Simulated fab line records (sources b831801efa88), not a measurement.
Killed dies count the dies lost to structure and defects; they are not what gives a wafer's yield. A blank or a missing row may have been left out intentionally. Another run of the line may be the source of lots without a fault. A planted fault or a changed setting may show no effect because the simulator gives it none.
fab line records / flow gf180mcu
record lots=15 wafers=45 last_day=34
route steps=602 shown V5@564 TOP_METAL@571 PASSIVATION@590
lots that met no fault: taken from a fault-free run of the same line
start_h: hours from the record's first day to the start of the lot's first wafer shown / wait_h: hours since the lot's step before / " same as the row above / L1.1+2: several wafers, shown together as one row / - no value present, or no start provided / * or withheld: withheld / < > ~ a bound
route shown NAME@n: a module of which the file shows steps, and the number in the route of the first / usual: the fault-free wafers' mean and standard deviation / same: alike in all rows / chamber/n: place in a boat / sites: readings site by site / _std_site: how widely they spread, as a standard deviation / _edge_site: mean of outer sites minus mean of inner sites / radius_mm: how far each site lies from the wafer's centre / mask NAME#n: copy n / behind: the most recent tool/chamber to have shaped the wafer / hold: reason for holding the lot/hours on hold/outcome of the hold / device: transistor that didn't switch, given as n, p or np / end of line: at the end of the route, the tests of the same wafers / a step without rows: its recipe alone / killed: dies lost to structure and defects at the first sort, not the wafer's yield / map: per-die view of a wafer (x killed, . not killed, _ where there is no die)
set.NAME: the setting as run; set.NAME@STEP: as run at that earlier step / model.NAME: the simulator's own value behind a step, which no gauge read
a sample of lots followed through the steps of the route, with each step as a table and each wafer as a row
services: the hour from which a tool's chamber was out of use, counted from the record's first day as start_h (under 0 if before that day), plus the number of hours and why
## steps
# step GF_V5_RS_MEAS_24
# recipe thk_meas_gauge=four-point-probe reads=W_of_V5_CVD_23+TiN_of_V5_SPUTTER_22+Ti_of_V5_SPUTTER_21
# usual V5_W_RS=0.328/0.0033
lot.wafer=L790.2 tool=film_metro-04 chamber=- start_h=628.10 wait_h=0.1 V5_W_RS[ohm/sq]=0.325
lot.wafer=L790.5 tool=film_metro-04 chamber=- start_h=628.10 wait_h=0.1 V5_W_RS[ohm/sq]=0.324
lot.wafer=L790.6 tool=film_metro-04 chamber=- start_h=628.10 wait_h=0.1 V5_W_RS[ohm/sq]=0.329
lot.wafer=L791.2 tool=film_metro-01 chamber=- start_h=637.31 wait_h=0.1 V5_W_RS[ohm/sq]=0.331
lot.wafer=L791.3 tool=film_metro-01 chamber=- start_h=637.31 wait_h=0.1 V5_W_RS[ohm/sq]=0.332
lot.wafer=L791.4 tool=film_metro-01 chamber=- start_h=637.31 wait_h=0.1 V5_W_RS[ohm/sq]=0.331
lot.wafer=L792.1 tool=film_metro-02 chamber=- start_h=638.12 wait_h=0.1 V5_W_RS[ohm/sq]=0.329
lot.wafer=L792.2 tool=film_metro-02 chamber=- start_h=638.12 wait_h=0.1 V5_W_RS[ohm/sq]=0.331
lot.wafer=L792.4 tool=film_metro-02 chamber=- start_h=638.12 wait_h=0.1 V5_W_RS[ohm/sq]=0.330
lot.wafer=L793.1 tool=film_metro-01 chamber=- start_h=652.98 wait_h=0.1 V5_W_RS[ohm/sq]=0.328
lot.wafer=L793.4 tool=film_metro-01 chamber=- start_h=652.98 wait_h=0.1 V5_W_RS[ohm/sq]=0.323
lot.wafer=L793.5 tool=film_metro-01 chamber=- start_h=652.98 wait_h=0.1 V5_W_RS[ohm/sq]=0.324
lot.wafer=L794.2 tool=film_metro-01 chamber=- start_h=663.22 wait_h=0.1 V5_W_RS[ohm/sq]=0.326
lot.wafer=L794.5 tool=film_metro-01 chamber=- start_h=663.22 wait_h=0.1 V5_W_RS[ohm/sq]=0.326
lot.wafer=L794.6 tool=film_metro-01 chamber=- start_h=663.22 wait_h=0.1 V5_W_RS[ohm/sq]=0.329
lot.wafer=L795.4 tool=film_metro-02 chamber=- start_h=674.10 wait_h=0.1 V5_W_RS[ohm/sq]=0.329
lot.wafer=L795.5 tool=film_metro-02 chamber=- start_h=674.10 wait_h=0.1 V5_W_RS[ohm/sq]=0.327
lot.wafer=L795.6 tool=film_metro-02 chamber=- start_h=674.10 wait_h=0.1 V5_W_RS[ohm/sq]=0.332
lot.wafer=L796.2 tool=film_metro-04 chamber=- start_h=677.11 wait_h=0.1 V5_W_RS[ohm/sq]=0.329
lot.wafer=L796.3 tool=film_metro-04 chamber=- start_h=677.11 wait_h=0.1 V5_W_RS[ohm/sq]=0.332
lot.wafer=L796.4 tool=film_metro-04 chamber=- start_h=677.11 wait_h=0.1 V5_W_RS[ohm/sq]=0.333
lot.wafer=L797.1 tool=film_metro-01 chamber=- start_h=682.59 wait_h=0.1 V5_W_RS[ohm/sq]=0.333
lot.wafer=L797.4 tool=film_metro-01 chamber=- start_h=682.59 wait_h=0.1 V5_W_RS[ohm/sq]=0.333
lot.wafer=L797.6 tool=film_metro-01 chamber=- start_h=682.59 wait_h=0.1 V5_W_RS[ohm/sq]=0.333
lot.wafer=L804.3 tool=film_metro-04 chamber=- start_h=729.42 wait_h=0.1 V5_W_RS[ohm/sq]=0.327
lot.wafer=L804.4 tool=film_metro-04 chamber=- start_h=729.42 wait_h=0.1 V5_W_RS[ohm/sq]=0.327
lot.wafer=L804.5 tool=film_metro-04 chamber=- start_h=729.42 wait_h=0.1 V5_W_RS[ohm/sq]=0.328
lot.wafer=L806.2 tool=film_metro-02 chamber=- start_h=744.00 wait_h=0.1 V5_W_RS[ohm/sq]=0.328
lot.wafer=L806.3 tool=film_metro-02 chamber=- start_h=744.00 wait_h=0.1 V5_W_RS[ohm/sq]=0.324
lot.wafer=L806.5 tool=film_metro-02 chamber=- start_h=744.00 wait_h=0.1 V5_W_RS[ohm/sq]=0.324
lot.wafer=L808.1 tool=film_metro-01 chamber=- start_h=753.97 wait_h=0.1 V5_W_RS[ohm/sq]=0.323
lot.wafer=L808.5 tool=film_metro-01 chamber=- start_h=753.97 wait_h=0.1 V5_W_RS[ohm/sq]=0.328
lot.wafer=L808.6 tool=film_metro-01 chamber=- start_h=753.97 wait_h=0.1 V5_W_RS[ohm/sq]=0.321
lot.wafer=L809.4 tool=film_metro-01 chamber=- start_h=759.82 wait_h=0.1 V5_W_RS[ohm/sq]=0.328
lot.wafer=L809.5 tool=film_metro-01 chamber=- start_h=759.82 wait_h=0.1 V5_W_RS[ohm/sq]=0.327
lot.wafer=L809.6 tool=film_metro-01 chamber=- start_h=759.82 wait_h=0.1 V5_W_RS[ohm/sq]=0.330
lot.wafer=L810.3 tool=film_metro-01 chamber=- start_h=764.00 wait_h=0.1 V5_W_RS[ohm/sq]=0.326
lot.wafer=L810.4 tool=film_metro-01 chamber=- start_h=764.00 wait_h=0.1 V5_W_RS[ohm/sq]=0.326
lot.wafer=L810.6 tool=film_metro-01 chamber=- start_h=764.00 wait_h=0.1 V5_W_RS[ohm/sq]=0.322
lot.wafer=L811.2 tool=film_metro-04 chamber=- start_h=773.19 wait_h=0.1 V5_W_RS[ohm/sq]=0.333
lot.wafer=L811.3 tool=film_metro-04 chamber=- start_h=773.19 wait_h=0.1 V5_W_RS[ohm/sq]=0.333
lot.wafer=L811.6 tool=film_metro-04 chamber=- start_h=773.19 wait_h=0.1 V5_W_RS[ohm/sq]=0.334
lot.wafer=L813.4 tool=film_metro-02 chamber=- start_h=781.30 wait_h=0.1 V5_W_RS[ohm/sq]=0.324
lot.wafer=L813.5 tool=film_metro-02 chamber=- start_h=781.30 wait_h=0.1 V5_W_RS[ohm/sq]=0.328
lot.wafer=L813.6 tool=film_metro-02 chamber=- start_h=781.30 wait_h=0.1 V5_W_RS[ohm/sq]=0.327
# step GF_TOP_METAL_SPUTTER_04
# recipe material=TiN target_thk_nm=25 power_w=6500 time_s=20.8 chamber_pressure_pa=0.4
# usual chamber_pressure_pa=0.4000/0.00078 throttle_valve_pct=29.3/0.94
lot.wafer=L790.2 tool=pvd_sputter-03 chamber=- start_h=628.96 wait_h=0.0 chamber_pressure_pa=0.3999 throttle_valve_pct=30.1
lot.wafer=L790.5 tool=pvd_sputter-03 chamber=- start_h=628.96 wait_h=0.0 chamber_pressure_pa=0.4006 throttle_valve_pct=28.8
lot.wafer=L790.6 tool=pvd_sputter-03 chamber=- start_h=628.96 wait_h=0.0 chamber_pressure_pa=0.3996 throttle_valve_pct=28.9
lot.wafer=L791.2 tool=pvd_sputter-02 chamber=- start_h=638.41 wait_h=0.0 chamber_pressure_pa=0.3996 throttle_valve_pct=30.3
lot.wafer=L791.3 tool=pvd_sputter-02 chamber=- start_h=638.41 wait_h=0.0 chamber_pressure_pa=0.4017 throttle_valve_pct=29.4
lot.wafer=L791.4 tool=pvd_sputter-02 chamber=- start_h=638.41 wait_h=0.0 chamber_pressure_pa=0.3998 throttle_valve_pct=27.3
lot.wafer=L792.1 tool=pvd_sputter-02 chamber=- start_h=639.31 wait_h=0.0 chamber_pressure_pa=0.3990 throttle_valve_pct=30.6
lot.wafer=L792.2 tool=pvd_sputter-02 chamber=- start_h=639.31 wait_h=0.0 chamber_pressure_pa=0.3997 throttle_valve_pct=27.4
lot.wafer=L792.4 tool=pvd_sputter-02 chamber=- start_h=639.31 wait_h=0.0 chamber_pressure_pa=0.4003 throttle_valve_pct=29.4
lot.wafer=L793.1 tool=pvd_sputter-03 chamber=- start_h=653.65 wait_h=0.0 chamber_pressure_pa=0.4010 throttle_valve_pct=28.6
lot.wafer=L793.4 tool=pvd_sputter-03 chamber=- start_h=653.65 wait_h=0.0 chamber_pressure_pa=0.3994 throttle_valve_pct=29.0
lot.wafer=L793.5 tool=pvd_sputter-03 chamber=- start_h=653.65 wait_h=0.0 chamber_pressure_pa=0.4003 throttle_valve_pct=29.9
lot.wafer=L794.2 tool=pvd_sputter-02 chamber=- start_h=663.88 wait_h=0.0 chamber_pressure_pa=0.3993 throttle_valve_pct=30.1
lot.wafer=L794.5 tool=pvd_sputter-02 chamber=- start_h=663.88 wait_h=0.0 chamber_pressure_pa=0.3993 throttle_valve_pct=30.3
lot.wafer=L794.6 tool=pvd_sputter-02 chamber=- start_h=663.88 wait_h=0.0 chamber_pressure_pa=0.4001 throttle_valve_pct=29.8
lot.wafer=L795.4 tool=pvd_sputter-04 chamber=- start_h=674.72 wait_h=0.0 chamber_pressure_pa=0.4000 throttle_valve_pct=27.8
lot.wafer=L795.5 tool=pvd_sputter-04 chamber=- start_h=674.72 wait_h=0.0 chamber_pressure_pa=0.4012 throttle_valve_pct=29.9
lot.wafer=L795.6 tool=pvd_sputter-04 chamber=- start_h=674.72 wait_h=0.0 chamber_pressure_pa=0.4003 throttle_valve_pct=28.8
lot.wafer=L796.2 tool=pvd_sputter-02 chamber=- start_h=677.77 wait_h=0.0 chamber_pressure_pa=0.4001 throttle_valve_pct=27.2
lot.wafer=L796.3 tool=pvd_sputter-02 chamber=- start_h=677.77 wait_h=0.0 chamber_pressure_pa=0.3996 throttle_valve_pct=30.2
lot.wafer=L796.4 tool=pvd_sputter-02 chamber=- start_h=677.77 wait_h=0.0 chamber_pressure_pa=0.4004 throttle_valve_pct=29.3
lot.wafer=L797.1 tool=pvd_sputter-04 chamber=- start_h=683.26 wait_h=0.0 chamber_pressure_pa=0.4004 throttle_valve_pct=28.9
lot.wafer=L797.4 tool=pvd_sputter-04 chamber=- start_h=683.26 wait_h=0.0 chamber_pressure_pa=0.3993 throttle_valve_pct=29.2
lot.wafer=L797.6 tool=pvd_sputter-04 chamber=- start_h=683.26 wait_h=0.0 chamber_pressure_pa=0.4003 throttle_valve_pct=29.3
lot.wafer=L804.3 tool=pvd_sputter-02 chamber=- start_h=730.05 wait_h=0.0 chamber_pressure_pa=0.4012 throttle_valve_pct=29.2
lot.wafer=L804.4 tool=pvd_sputter-02 chamber=- start_h=730.05 wait_h=0.0 chamber_pressure_pa=0.3994 throttle_valve_pct=30.4
lot.wafer=L804.5 tool=pvd_sputter-02 chamber=- start_h=730.05 wait_h=0.0 chamber_pressure_pa=0.3998 throttle_valve_pct=30.2
lot.wafer=L806.2 tool=pvd_sputter-03 chamber=- start_h=744.66 wait_h=0.0 chamber_pressure_pa=0.3992 throttle_valve_pct=30.0
lot.wafer=L806.3 tool=pvd_sputter-03 chamber=- start_h=744.66 wait_h=0.0 chamber_pressure_pa=0.4000 throttle_valve_pct=28.9
lot.wafer=L806.5 tool=pvd_sputter-03 chamber=- start_h=744.66 wait_h=0.0 chamber_pressure_pa=0.3990 throttle_valve_pct=28.7
lot.wafer=L808.1 tool=pvd_sputter-02 chamber=- start_h=754.64 wait_h=0.0 chamber_pressure_pa=0.4011 throttle_valve_pct=30.1
lot.wafer=L808.5 tool=pvd_sputter-02 chamber=- start_h=754.64 wait_h=0.0 chamber_pressure_pa=0.4015 throttle_valve_pct=30.2
lot.wafer=L808.6 tool=pvd_sputter-02 chamber=- start_h=754.64 wait_h=0.0 chamber_pressure_pa=0.3994 throttle_valve_pct=27.3
lot.wafer=L809.4 tool=pvd_sputter-04 chamber=- start_h=760.44 wait_h=0.0 chamber_pressure_pa=0.3997 throttle_valve_pct=28.0
lot.wafer=L809.5 tool=pvd_sputter-04 chamber=- start_h=760.44 wait_h=0.0 chamber_pressure_pa=0.3982 throttle_valve_pct=29.4
lot.wafer=L809.6 tool=pvd_sputter-04 chamber=- start_h=760.44 wait_h=0.0 chamber_pressure_pa=0.4005 throttle_valve_pct=28.9
lot.wafer=L810.3 tool=pvd_sputter-03 chamber=- start_h=764.64 wait_h=0.0 chamber_pressure_pa=0.3994 throttle_valve_pct=29.8
lot.wafer=L810.4 tool=pvd_sputter-03 chamber=- start_h=764.64 wait_h=0.0 chamber_pressure_pa=0.4000 throttle_valve_pct=28.7
lot.wafer=L810.6 tool=pvd_sputter-03 chamber=- start_h=764.64 wait_h=0.0 chamber_pressure_pa=0.4001 throttle_valve_pct=28.7
lot.wafer=L811.2 tool=pvd_sputter-04 chamber=- start_h=773.84 wait_h=0.0 chamber_pressure_pa=0.3995 throttle_valve_pct=29.0
lot.wafer=L811.3 tool=pvd_sputter-04 chamber=- start_h=773.84 wait_h=0.0 chamber_pressure_pa=0.3998 throttle_valve_pct=28.8
lot.wafer=L811.6 tool=pvd_sputter-04 chamber=- start_h=773.84 wait_h=0.0 chamber_pressure_pa=0.4008 throttle_valve_pct=29.5
lot.wafer=L813.4 tool=pvd_sputter-02 chamber=- start_h=781.93 wait_h=0.0 chamber_pressure_pa=0.3997 throttle_valve_pct=30.3
lot.wafer=L813.5 tool=pvd_sputter-02 chamber=- start_h=781.93 wait_h=0.0 chamber_pressure_pa=0.3988 throttle_valve_pct=29.1
lot.wafer=L813.6 tool=pvd_sputter-02 chamber=- start_h=781.93 wait_h=0.0 chamber_pressure_pa=0.4005 throttle_valve_pct=30.2
# step GF_PASSIVATION_THK_MEAS_03
# recipe reads=Si3N4_of_PASSIVATION_CVD_02
# usual PASSIVATION_CVD_02_THK=698/9.2
lot.wafer=L790.2 tool=film_metro-04 chamber=- start_h=649.83 wait_h=0.2 PASSIVATION_CVD_02_THK[nm]=686
lot.wafer=L790.5 tool=film_metro-04 chamber=- start_h=649.83 wait_h=0.2 PASSIVATION_CVD_02_THK[nm]=700
lot.wafer=L790.6 tool=film_metro-04 chamber=- start_h=649.83 wait_h=0.2 PASSIVATION_CVD_02_THK[nm]=704
lot.wafer=L791.2 tool=film_metro-02 chamber=- start_h=659.49 wait_h=0.2 PASSIVATION_CVD_02_THK[nm]=685
lot.wafer=L791.3 tool=film_metro-02 chamber=- start_h=659.49 wait_h=0.2 PASSIVATION_CVD_02_THK[nm]=684
lot.wafer=L791.4 tool=film_metro-02 chamber=- start_h=659.49 wait_h=0.2 PASSIVATION_CVD_02_THK[nm]=688
lot.wafer=L792.1 tool=film_metro-03 chamber=- start_h=660.29 wait_h=0.1 PASSIVATION_CVD_02_THK[nm]=695
lot.wafer=L792.2 tool=film_metro-03 chamber=- start_h=660.29 wait_h=0.1 PASSIVATION_CVD_02_THK[nm]=687
lot.wafer=L792.4 tool=film_metro-03 chamber=- start_h=660.29 wait_h=0.1 PASSIVATION_CVD_02_THK[nm]=690
lot.wafer=L793.1 tool=film_metro-03 chamber=- start_h=673.68 wait_h=0.1 PASSIVATION_CVD_02_THK[nm]=689
lot.wafer=L793.4 tool=film_metro-03 chamber=- start_h=673.68 wait_h=0.1 PASSIVATION_CVD_02_THK[nm]=699
lot.wafer=L793.5 tool=film_metro-03 chamber=- start_h=673.68 wait_h=0.1 PASSIVATION_CVD_02_THK[nm]=699
lot.wafer=L794.2 tool=film_metro-03 chamber=- start_h=684.20 wait_h=0.2 PASSIVATION_CVD_02_THK[nm]=688
lot.wafer=L794.5 tool=film_metro-03 chamber=- start_h=684.20 wait_h=0.2 PASSIVATION_CVD_02_THK[nm]=710
lot.wafer=L794.6 tool=film_metro-03 chamber=- start_h=684.20 wait_h=0.2 PASSIVATION_CVD_02_THK[nm]=705
lot.wafer=L795.4 tool=film_metro-02 chamber=- start_h=693.98 wait_h=0.0 PASSIVATION_CVD_02_THK[nm]=697
lot.wafer=L795.5 tool=film_metro-02 chamber=- start_h=693.98 wait_h=0.0 PASSIVATION_CVD_02_THK[nm]=712
lot.wafer=L795.6 tool=film_metro-02 chamber=- start_h=693.98 wait_h=0.0 PASSIVATION_CVD_02_THK[nm]=706
lot.wafer=L796.2 tool=film_metro-03 chamber=- start_h=698.44 wait_h=0.2 PASSIVATION_CVD_02_THK[nm]=693
lot.wafer=L796.3 tool=film_metro-03 chamber=- start_h=698.44 wait_h=0.2 PASSIVATION_CVD_02_THK[nm]=687
lot.wafer=L796.4 tool=film_metro-03 chamber=- start_h=698.44 wait_h=0.2 PASSIVATION_CVD_02_THK[nm]=699
lot.wafer=L797.1 tool=film_metro-03 chamber=- start_h=703.07 wait_h=0.1 PASSIVATION_CVD_02_THK[nm]=693
lot.wafer=L797.4 tool=film_metro-03 chamber=- start_h=703.07 wait_h=0.1 PASSIVATION_CVD_02_THK[nm]=699
lot.wafer=L797.6 tool=film_metro-03 chamber=- start_h=703.07 wait_h=0.1 PASSIVATION_CVD_02_THK[nm]=705
lot.wafer=L804.3 tool=film_metro-04 chamber=- start_h=748.51 wait_h=0.2 PASSIVATION_CVD_02_THK[nm]=687
lot.wafer=L804.4 tool=film_metro-04 chamber=- start_h=748.51 wait_h=0.2 PASSIVATION_CVD_02_THK[nm]=700
lot.wafer=L804.5 tool=film_metro-04 chamber=- start_h=748.51 wait_h=0.2 PASSIVATION_CVD_02_THK[nm]=707
lot.wafer=L806.2 tool=film_metro-03 chamber=- start_h=762.79 wait_h=0.2 PASSIVATION_CVD_02_THK[nm]=697
lot.wafer=L806.3 tool=film_metro-03 chamber=- start_h=762.79 wait_h=0.2 PASSIVATION_CVD_02_THK[nm]=701
lot.wafer=L806.5 tool=film_metro-03 chamber=- start_h=762.79 wait_h=0.2 PASSIVATION_CVD_02_THK[nm]=715
lot.wafer=L808.1 tool=film_metro-03 chamber=- start_h=771.44 wait_h=0.1 PASSIVATION_CVD_02_THK[nm]=698
lot.wafer=L808.5 tool=film_metro-03 chamber=- start_h=771.44 wait_h=0.1 PASSIVATION_CVD_02_THK[nm]=714
lot.wafer=L808.6 tool=film_metro-03 chamber=- start_h=771.44 wait_h=0.1 PASSIVATION_CVD_02_THK[nm]=710
lot.wafer=L809.4 tool=film_metro-04 chamber=- start_h=777.62 wait_h=0.0 PASSIVATION_CVD_02_THK[nm]=711
lot.wafer=L809.5 tool=film_metro-04 chamber=- start_h=777.62 wait_h=0.0 PASSIVATION_CVD_02_THK[nm]=715
lot.wafer=L809.6 tool=film_metro-04 chamber=- start_h=777.62 wait_h=0.0 PASSIVATION_CVD_02_THK[nm]=695
lot.wafer=L810.3 tool=film_metro-02 chamber=- start_h=781.81 wait_h=0.2 PASSIVATION_CVD_02_THK[nm]=690
lot.wafer=L810.4 tool=film_metro-02 chamber=- start_h=781.81 wait_h=0.2 PASSIVATION_CVD_02_THK[nm]=700
lot.wafer=L810.6 tool=film_metro-02 chamber=- start_h=781.81 wait_h=0.2 PASSIVATION_CVD_02_THK[nm]=704
lot.wafer=L811.2 tool=film_metro-03 chamber=- start_h=791.05 wait_h=0.2 PASSIVATION_CVD_02_THK[nm]=692
lot.wafer=L811.3 tool=film_metro-03 chamber=- start_h=791.05 wait_h=0.2 PASSIVATION_CVD_02_THK[nm]=690
lot.wafer=L811.6 tool=film_metro-03 chamber=- start_h=791.05 wait_h=0.2 PASSIVATION_CVD_02_THK[nm]=695
lot.wafer=L813.4 tool=film_metro-02 chamber=- start_h=799.22 wait_h=0.0 PASSIVATION_CVD_02_THK[nm]=695
lot.wafer=L813.5 tool=film_metro-02 chamber=- start_h=799.22 wait_h=0.0 PASSIVATION_CVD_02_THK[nm]=702
lot.wafer=L813.6 tool=film_metro-02 chamber=- start_h=799.22 wait_h=0.0 PASSIVATION_CVD_02_THK[nm]=704
# step GF_PASSIVATION_DEVELOP_10
# recipe develop_time_s=60 dev_temp_c=23
# usual chill_plate_temp_C=22.99/0.096 develop_time_s=60/0
lot.wafer=L790.2 tool=litho_track-04 chamber=0 start_h=669 wait_h=- chill_plate_temp_C=23.06 develop_time_s=60
lot.wafer=L790.5 tool=litho_track-04 chamber=0 start_h=669 wait_h=- chill_plate_temp_C=22.97 develop_time_s=60
lot.wafer=L790.6 tool=litho_track-04 chamber=0 start_h=669 wait_h=- chill_plate_temp_C=23.04 develop_time_s=60
lot.wafer=L791.2 tool=litho_track-04 chamber=0 start_h=678 wait_h=- chill_plate_temp_C=23.10 develop_time_s=60
lot.wafer=L791.3 tool=litho_track-04 chamber=0 start_h=678 wait_h=- chill_plate_temp_C=22.94 develop_time_s=60
lot.wafer=L791.4 tool=litho_track-04 chamber=0 start_h=678 wait_h=- chill_plate_temp_C=22.98 develop_time_s=60
lot.wafer=L792.1 tool=litho_track-01 chamber=0 start_h=679 wait_h=- chill_plate_temp_C=23.02 develop_time_s=60
lot.wafer=L792.2 tool=litho_track-01 chamber=0 start_h=679 wait_h=- chill_plate_temp_C=22.98 develop_time_s=60
lot.wafer=L792.4 tool=litho_track-01 chamber=0 start_h=679 wait_h=- chill_plate_temp_C=23.08 develop_time_s=60
lot.wafer=L793.1 tool=litho_track-01 chamber=0 start_h=691 wait_h=- chill_plate_temp_C=23.02 develop_time_s=60
lot.wafer=L793.4 tool=litho_track-01 chamber=0 start_h=691 wait_h=- chill_plate_temp_C=22.98 develop_time_s=60
lot.wafer=L793.5 tool=litho_track-01 chamber=0 start_h=691 wait_h=- chill_plate_temp_C=23.11 develop_time_s=60
lot.wafer=L794.2 tool=litho_track-04 chamber=0 start_h=701 wait_h=- chill_plate_temp_C=23.05 develop_time_s=60
lot.wafer=L794.5 tool=litho_track-04 chamber=0 start_h=701 wait_h=- chill_plate_temp_C=22.99 develop_time_s=60
lot.wafer=L794.6 tool=litho_track-04 chamber=0 start_h=701 wait_h=- chill_plate_temp_C=22.89 develop_time_s=60
lot.wafer=L795.4 tool=litho_track-01 chamber=- start_h=711 wait_h=- chill_plate_temp_C=- develop_time_s=-
lot.wafer=L795.5 tool=litho_track-01 chamber=- start_h=711 wait_h=- chill_plate_temp_C=- develop_time_s=-
lot.wafer=L795.6 tool=litho_track-01 chamber=- start_h=711 wait_h=- chill_plate_temp_C=- develop_time_s=-
lot.wafer=L796.2 tool=litho_track-02 chamber=- start_h=715 wait_h=- chill_plate_temp_C=- develop_time_s=-
lot.wafer=L796.3 tool=litho_track-02 chamber=- start_h=715 wait_h=- chill_plate_temp_C=- develop_time_s=-
lot.wafer=L796.4 tool=litho_track-02 chamber=- start_h=715 wait_h=- chill_plate_temp_C=- develop_time_s=-
lot.wafer=L797.1 tool=litho_track-02 chamber=- start_h=721 wait_h=- chill_plate_temp_C=- develop_time_s=-
lot.wafer=L797.4 tool=litho_track-02 chamber=- start_h=721 wait_h=- chill_plate_temp_C=- develop_time_s=-
lot.wafer=L797.6 tool=litho_track-02 chamber=- start_h=721 wait_h=- chill_plate_temp_C=- develop_time_s=-
lot.wafer=L804.3 tool=litho_track-02 chamber=0 start_h=764 wait_h=- chill_plate_temp_C=22.78 develop_time_s=60
lot.wafer=L804.4 tool=litho_track-02 chamber=0 start_h=764 wait_h=- chill_plate_temp_C=22.99 develop_time_s=60
lot.wafer=L804.5 tool=litho_track-02 chamber=0 start_h=764 wait_h=- chill_plate_temp_C=22.91 develop_time_s=60
lot.wafer=L806.2 tool=litho_track-02 chamber=0 start_h=778 wait_h=- chill_plate_temp_C=22.97 develop_time_s=60
lot.wafer=L806.3 tool=litho_track-02 chamber=0 start_h=778 wait_h=- chill_plate_temp_C=23.09 develop_time_s=60
lot.wafer=L806.5 tool=litho_track-02 chamber=0 start_h=778 wait_h=- chill_plate_temp_C=23.04 develop_time_s=60
lot.wafer=L808.1 tool=litho_track-02 chamber=0 start_h=787 wait_h=- chill_plate_temp_C=22.98 develop_time_s=60
lot.wafer=L808.5 tool=litho_track-02 chamber=0 start_h=787 wait_h=- chill_plate_temp_C=23.10 develop_time_s=60
lot.wafer=L808.6 tool=litho_track-02 chamber=0 start_h=787 wait_h=- chill_plate_temp_C=22.95 develop_time_s=60
lot.wafer=L809.4 tool=litho_track-01 chamber=0 start_h=793 wait_h=- chill_plate_temp_C=23.06 develop_time_s=60
lot.wafer=L809.5 tool=litho_track-01 chamber=0 start_h=793 wait_h=- chill_plate_temp_C=23.06 develop_time_s=60
lot.wafer=L809.6 tool=litho_track-01 chamber=0 start_h=793 wait_h=- chill_plate_temp_C=23.06 develop_time_s=60
lot.wafer=L810.3 tool=litho_track-02 chamber=0 start_h=796 wait_h=- chill_plate_temp_C=23.00 develop_time_s=60
lot.wafer=L810.4 tool=litho_track-02 chamber=0 start_h=796 wait_h=- chill_plate_temp_C=22.92 develop_time_s=60
lot.wafer=L810.6 tool=litho_track-02 chamber=0 start_h=796 wait_h=- chill_plate_temp_C=22.93 develop_time_s=60
lot.wafer=L811.2 tool=litho_track-04 chamber=0 start_h=805 wait_h=- chill_plate_temp_C=22.92 develop_time_s=60
lot.wafer=L811.3 tool=litho_track-04 chamber=0 start_h=805 wait_h=- chill_plate_temp_C=22.85 develop_time_s=60
lot.wafer=L811.6 tool=litho_track-04 chamber=0 start_h=805 wait_h=- chill_plate_temp_C=22.85 develop_time_s=60
lot.wafer=L813.4 tool=litho_track-02 chamber=0 start_h=813 wait_h=- chill_plate_temp_C=22.99 develop_time_s=60
lot.wafer=L813.5 tool=litho_track-02 chamber=0 start_h=813 wait_h=- chill_plate_temp_C=23.08 develop_time_s=60
lot.wafer=L813.6 tool=litho_track-02 chamber=0 start_h=813 wait_h=- chill_plate_temp_C=22.93 develop_time_s=60
## services
tool=pvd_sputter-03 chamber=- start_h=612.93 hours=8.6 kind=repair
tool=pvd_sputter-03 chamber=- start_h=613.28 hours=2.6 kind=repair
tool=pvd_sputter-03 chamber=- start_h=630.12 hours=8.2 kind=repair
## key
first_sign step=GF_PASSIVATION_DEVELOP_10 reading=tool_record direction=missing
effect none on later readings
met_at GF_PASSIVATION_DEVELOP_10
struck_lots L795,L796,L797
later_rows_left_out L795.4,L795.5,L795.6,L796.2,L796.3,L796.4,L797.1,L797.4,L797.6
sort_left_out L795.4,L795.5,L795.6,L796.2,L796.3,L796.4,L797.1,L797.4,L797.6
not_acting_at GF_V5_RS_MEAS_24,GF_TOP_METAL_SPUTTER_04,GF_PASSIVATION_THK_MEAS_03
onset_between 691 711
fault kind=skipped_step_whole tool=litho_track-01,litho_track-02 chamber=- onset_h=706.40 steps=GF_PASSIVATION_DEVELOP_10 scope=struck_lots_only
# sort_left_out: the simulated sort isn't trusted on such a fault, so these wafers' sort isn't shown, and their yield isn't known
# later_rows_left_out: the simulator's readings of these wafers behind a module that went badly wrong aren't trusted and aren't shown, but for the sort
